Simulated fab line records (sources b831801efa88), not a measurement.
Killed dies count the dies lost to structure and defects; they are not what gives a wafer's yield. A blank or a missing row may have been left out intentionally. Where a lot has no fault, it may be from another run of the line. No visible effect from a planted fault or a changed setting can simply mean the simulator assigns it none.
fab line records | flow sky130 | part 2 of 2: steps 30 to 41 of 41
record: lots: 5 | wafers: 15 | lastDay: 50
route steps=708 shown POLY_GATE@232 LDD_N@237 LDD_P@255 LDD_HVN@267
lots with no fault: from the same line, run without faults
startH: hours from the record's opening day to when the first of the lot's shown wafers began | waitH: hours elapsed since this lot's preceding step | " unchanged from the row above | L1.1+2: several wafers, shown together as one row | - no value present, or no start provided | * or withheld: withheld | < > ~ a bound
route shown NAME@n: NAME is a module with steps in the file, n the number in the route of the first one | usual: mean/standard deviation of fault-free wafers | same: alike in all rows | chamber/n: place in a boat | sites: per-site readings | _std_site: standard deviation of those values | _edge_site: inner sites' mean taken away from outer sites' mean | radiusMm: for every site, how far away it sits from the centre of the wafer | mask NAME#n: copy n | behind: the last tool/chamber to shape the wafer | hold: what put the lot on hold/how long, in hours/how the hold closed | device: whichever transistor did not switch (one of n, p or np) | end of line: the tests these same wafers got at the end of their route | a step without rows: its recipe alone | killed: dies lost to structure and defects at the first sort, not the wafer's yield | map: a wafer's dies, x killed, . not, _ none there
set.NAME: the setting as run; set.NAME@STEP: as run at that earlier step | model.NAME: the simulator's own value behind a step, which no gauge read
lots seen at some steps along the route; tables by step, rows by wafer
services: the hour from which a tool's chamber was out of use, counted from the record's first day as startH (under 0 if before that day), plus the number of hours and why
== steps ==
step: SKY_LDD_P_DEVELOP_06
recipe: resist: NOVOLAK | developer: TMAH | developTimeS: 60 | devTempC: 23
lot.wafer  | tool          | chamber | startH | waitH
L074.3+4+5 | lithoTrack-04 | 0       | 454.04 | 0.1
L076.1+4+5 | lithoTrack-04 | 0       | 468.69 | 0.1
L079.2+3+5 | lithoTrack-02 | 0       | 504.89 | 0.1
L086.1+2+3 | lithoTrack-02 | 0       | 556.47 | 0.1
L092.1+3+4 | lithoTrack-01 | 0       | 593.24 | 0.1
step: SKY_LDD_P_CD_MEAS_07
recipe: targetCdNm: 380
usual: cdNm: 379.4/2.5
lot.wafer | tool     | chamber | startH | waitH | cdNm
L074.3    | cdSem-01 | -       | 454.18 | 0.1   | 381.1
L074.4    | "        | -       | "      | "     | 381.9
L074.5    | "        | -       | "      | "     | 379.7
L076.1    | cdSem-01 | -       | 468.84 | 0.1   | 380.7
L076.4    | "        | -       | "      | "     | 381.3
L076.5    | "        | -       | "      | "     | 383.5
L079.2    | cdSem-02 | -       | 505.04 | 0.1   | 378.1
L079.3    | "        | -       | "      | "     | 376.6
L079.5    | "        | -       | "      | "     | 377.7
L086.1    | cdSem-02 | -       | 556.62 | 0.1   | 380.6
L086.2    | "        | -       | "      | "     | 382.2
L086.3    | "        | -       | "      | "     | 382.3
L092.1    | cdSem-02 | -       | 593.39 | 0.1   | 379.1
L092.3    | "        | -       | "      | "     | 377.7
L092.4    | "        | -       | "      | "     | 380.5
step: SKY_LDD_P_OVL_MEAS_08
usual: LDD_P_OVL: 0.4/1.3
lot.wafer | tool       | chamber | startH | waitH | LDD_P_OVL[nm]
L074.3    | overlay-01 | -       | 454.27 | 0.1   | 0.4
L074.4    | "          | -       | "      | "     | 0.7
L074.5    | "          | -       | "      | "     | -0.9
L076.1    | overlay-01 | -       | 468.96 | 0.1   | -1.1
L076.4    | "          | -       | "      | "     | -0.1
L076.5    | "          | -       | "      | "     | 1.2
L079.2    | overlay-01 | -       | 505.14 | 0.1   | -1.3
L079.3    | "          | -       | "      | "     | 0.9
L079.5    | "          | -       | "      | "     | 0.9
L086.1    | overlay-01 | -       | 556.74 | 0.1   | 2.5
L086.2    | "          | -       | "      | "     | 2.4
L086.3    | "          | -       | "      | "     | 2.5
L092.1    | overlay-01 | -       | 593.51 | 0.1   | -2.4
L092.3    | "          | -       | "      | "     | 0.2
L092.4    | "          | -       | "      | "     | 0.2
step: SKY_LDD_P_IMPLANT_09
recipe: species: BF2 | energyKev: 25 | doseCm2: 1e+13 | tiltDeg: withheld
usual: endStationPressureTorr: 5.05e-06/2.4e-07
lot.wafer | tool         | chamber | startH | waitH | endStationPressureTorr
L074.3    | implanter-02 | 0       | 454.35 | 0.1   | 5.42e-06
L074.4    | "            | 0       | "      | "     | 5.19e-06
L074.5    | "            | 0       | "      | "     | 5.06e-06
L076.1    | implanter-01 | 0       | 469.00 | 0.0   | 4.68e-06
L076.4    | "            | 0       | "      | "     | 5.02e-06
L076.5    | "            | 0       | "      | "     | 4.96e-06
L079.2    | implanter-03 | 0       | 505.20 | 0.0   | 5.05e-06
L079.3    | "            | 0       | "      | "     | 5.1e-06
L079.5    | "            | 0       | "      | "     | 5.12e-06
L086.1    | implanter-01 | 0       | 556.77 | 0.0   | 5.3e-06
L086.2    | "            | 0       | "      | "     | 4.87e-06
L086.3    | "            | 0       | "      | "     | 5.14e-06
L092.1    | implanter-01 | 0       | 593.54 | 0.0   | 5.09e-06
L092.3    | "            | 0       | "      | "     | 5.13e-06
L092.4    | "            | 0       | "      | "     | 4.7e-06
step: SKY_LDD_P_STRIP_10
recipe: chemistry: O2/N2 | powerW: 1400 | pressureMtorr: 1500 | platenTempC: withheld | o2FlowSccm: 3000 | n2FlowSccm: 300 | overashFraction: 0.5
usual: drypumpMotorCurrentA: 5.5/0.33 | oesProductAu: 0.715/0.0043 | stripTimeToEndpointS: 14.19/0.039
lot.wafer | tool           | chamber | startH | waitH | drypumpMotorCurrentA | oesProductAu | rfHoursCounterH | stripTimeToEndpointS
L074.3    | plasmaAsher-01 | 1       | 454.48 | 0.1   | 5.3                  | 0.711        | -               | 14.18
L074.4    | "              | 0       | "      | "     | 5.1                  | 0.718        | -               | 14.20
L074.5    | "              | 1       | "      | "     | 5.3                  | 0.717        | -               | 14.17
L076.1    | plasmaAsher-04 | 0       | 469.15 | 0.1   | 5.9                  | 0.711        | 4               | 14.21
L076.4    | "              | 0       | "      | "     | 5.9                  | 0.717        | -               | 14.25
L076.5    | "              | 1       | "      | "     | 5.8                  | 0.722        | -               | 14.21
L079.2    | plasmaAsher-01 | 1       | 505.32 | 0.1   | 5.3                  | 0.722        | 37              | 14.21
L079.3    | "              | 0       | "      | "     | 5.1                  | 0.712        | -               | 14.24
L079.5    | "              | 0       | "      | "     | 5.1                  | 0.711        | -               | 14.19
L086.1    | plasmaAsher-01 | 1       | 556.92 | 0.1   | 5.3                  | 0.719        | 43              | 14.17
L086.2    | "              | 0       | "      | "     | 5.1                  | 0.712        | 43              | 14.19
L086.3    | "              | 1       | "      | "     | 5.3                  | 0.717        | -               | 14.11
L092.1    | plasmaAsher-01 | 1       | 593.69 | 0.1   | 5.3                  | 0.713        | 47              | 14.18
L092.3    | "              | 1       | "      | "     | 5.3                  | 0.707        | -               | 14.21
L092.4    | "              | 0       | "      | "     | 5.1                  | 0.711        | -               | 14.11
step: SKY_LDD_P_TW_MEAS_11
usual: LDD_P_TW: 632/5.6
lot.wafer | tool         | chamber | startH | waitH | LDD_P_TW
L074.3    | filmMetro-01 | -       | 454.57 | 0.1   | 629
L074.4    | "            | -       | "      | "     | 631
L074.5    | "            | -       | "      | "     | 632
L076.1    | filmMetro-03 | -       | 469.25 | 0.1   | 625
L076.4    | "            | -       | "      | "     | 625
L076.5    | "            | -       | "      | "     | 629
L079.2    | filmMetro-04 | -       | 505.43 | 0.1   | 634
L079.3    | "            | -       | "      | "     | 636
L079.5    | "            | -       | "      | "     | 631
L086.1    | filmMetro-03 | -       | 557.02 | 0.1   | 622
L086.2    | "            | -       | "      | "     | 627
L086.3    | "            | -       | "      | "     | 625
L092.1    | filmMetro-01 | -       | 593.79 | 0.1   | 626
L092.3    | "            | -       | "      | "     | 632
L092.4    | "            | -       | "      | "     | 632
step: SKY_LDD_HVN_DEHYDRATE_00
recipe: tempC: 200 | timeS: 60
lot.wafer  | tool          | chamber | startH | waitH
L074.3+4+5 | lithoTrack-04 | 0       | 467.99 | 13.4
L076.1+4+5 | lithoTrack-02 | 0       | 484.07 | 14.8
L079.2+3+5 | lithoTrack-03 | 0       | 520.16 | 14.7
L086.1+2+3 | lithoTrack-02 | 0       | 570.72 | 13.7
L092.1+3+4 | lithoTrack-04 | 0       | 608.59 | 14.8
step: SKY_LDD_HVN_HMDS_01
recipe: primeTimeS: 60 | primeTempC: 120
lot.wafer  | tool          | chamber | startH | waitH
L074.3+4+5 | lithoTrack-04 | 0       | 468.14 | 0.1
L076.1+4+5 | lithoTrack-02 | 0       | 484.22 | 0.1
L079.2+3+5 | lithoTrack-03 | 0       | 520.31 | 0.1
L086.1+2+3 | lithoTrack-02 | 0       | 570.87 | 0.1
L092.1+3+4 | lithoTrack-04 | 0       | 608.74 | 0.1
step: SKY_LDD_HVN_COAT_02
recipe: resist: NOVOLAK | spinRpm: 3000 | resistThkNm: 300
lot.wafer  | tool          | chamber | startH | waitH
L074.3+4+5 | lithoTrack-04 | 0       | 468.29 | 0.1
L076.1+4+5 | lithoTrack-02 | 0       | 484.37 | 0.1
L079.2+3+5 | lithoTrack-03 | 0       | 520.46 | 0.1
L086.1+2+3 | lithoTrack-02 | 0       | 571.02 | 0.1
L092.1+3+4 | lithoTrack-04 | 0       | 608.89 | 0.1
step: SKY_LDD_HVN_SOFTBAKE_03
recipe: tempC: 90 | timeS: 60 | resist: NOVOLAK
lot.wafer  | tool          | chamber | startH | waitH
L074.3+4+5 | lithoTrack-04 | 0       | 468.44 | 0.1
L076.1+4+5 | lithoTrack-02 | 0       | 484.52 | 0.1
L079.2+3+5 | lithoTrack-03 | 0       | 520.61 | 0.1
L086.1+2+3 | lithoTrack-02 | 0       | 571.17 | 0.1
L092.1+3+4 | lithoTrack-04 | 0       | 609.04 | 0.1
step: SKY_LDD_HVN_EXPOSE_04
recipe: maskId: HVNTM | na: 0.6 | sourceShape: conventional | sigmaOuter: 0.6 | polarization: unpolarized | targetCdNm: 700 | doseMj: 127
usual: stageVelMmS: 499.98/0.22
lot.wafer | tool            | chamber | startH | waitH | mask    | stageVelMmS
L074.3    | ilineStepper-02 | 0       | -      | -     | HVNTM#0 | 499.88
L074.4    | "               | 0       | "      | "     | HVNTM#0 | 499.56
L074.5    | "               | 0       | "      | "     | HVNTM#0 | 499.64
L076.1    | ilineStepper-02 | 0       | -      | -     | HVNTM#0 | 500.12
L076.4    | "               | 0       | "      | "     | HVNTM#0 | 499.79
L076.5    | "               | 0       | "      | "     | HVNTM#0 | 500.17
L079.2    | ilineStepper-01 | 0       | -      | -     | HVNTM#0 | 500.13
L079.3    | "               | 0       | "      | "     | HVNTM#0 | 500.25
L079.5    | "               | 0       | "      | "     | HVNTM#0 | 499.99
L086.1    | ilineStepper-01 | 0       | -      | -     | HVNTM#0 | 499.91
L086.2    | "               | 0       | "      | "     | HVNTM#0 | 499.69
L086.3    | "               | 0       | "      | "     | HVNTM#0 | 499.93
L092.1    | ilineStepper-01 | 0       | -      | -     | HVNTM#0 | 500.33
L092.3    | "               | 0       | "      | "     | HVNTM#0 | 500.24
L092.4    | "               | 0       | "      | "     | HVNTM#0 | 500.33
step: SKY_LDD_HVN_PEB_05
recipe: tempC: withheld | timeS: * | resist: NOVOLAK
lot.wafer  | tool          | chamber | startH | waitH
L074.3+4+5 | lithoTrack-02 | 0       | -      | -
L076.1+4+5 | lithoTrack-04 | 0       | -      | -
L079.2+3+5 | lithoTrack-04 | 0       | -      | -
L086.1+2+3 | lithoTrack-02 | 0       | -      | -
L092.1+3+4 | lithoTrack-04 | 0       | -      | -
== services ==
tool            | chamber | startH | hours | kind
plasmaAsher-03  | -       | 378.53 | 2.8   | pm
plasmaAsher-03  | -       | 382.55 | 1.6   | repair
implanter-03    | -       | 389.66 | 5.7   | repair
implanter-02    | -       | 398.81 | 1.7   | repair
plasmaAsher-03  | -       | 419.40 | 2.6   | repair
plasmaAsher-04  | -       | 421.25 | 9.0   | pm
wetBench-04     | -       | 431.05 | 2.2   | repair
wetBench-04     | -       | 439.43 | 2.0   | repair
ilineStepper-01 | -       | 444.97 | 1.7   | pm
wetBench-03     | -       | 445.09 | 1.9   | pm
ilineStepper-02 | -       | 448.95 | 8.9   | pm
plasmaAsher-03  | -       | 467.60 | 10.3  | repair
implanter-02    | -       | 478.85 | 4.1   | repair
furnace-01      | -       | 495.45 | 4.4   | pm
furnace-02      | -       | 518.03 | 3.6   | repair
furnace-02      | -       | 521.68 | 3.7   | pm
plasmaAsher-03  | -       | 529.88 | 22.8  | pm
implanter-02    | -       | 537.04 | 2.7   | repair
plasmaAsher-02  | -       | 545.50 | 14.6  | pm
implanter-02    | -       | 549.27 | 6.0   | repair
ilineStepper-02 | -       | 569.24 | 1.7   | pm
plasmaAsher-04  | -       | 578.01 | 1.6   | repair
implanter-01    | -       | 601.09 | 0.6   | repair
furnace-01      | -       | 619.67 | 3.1   | pm
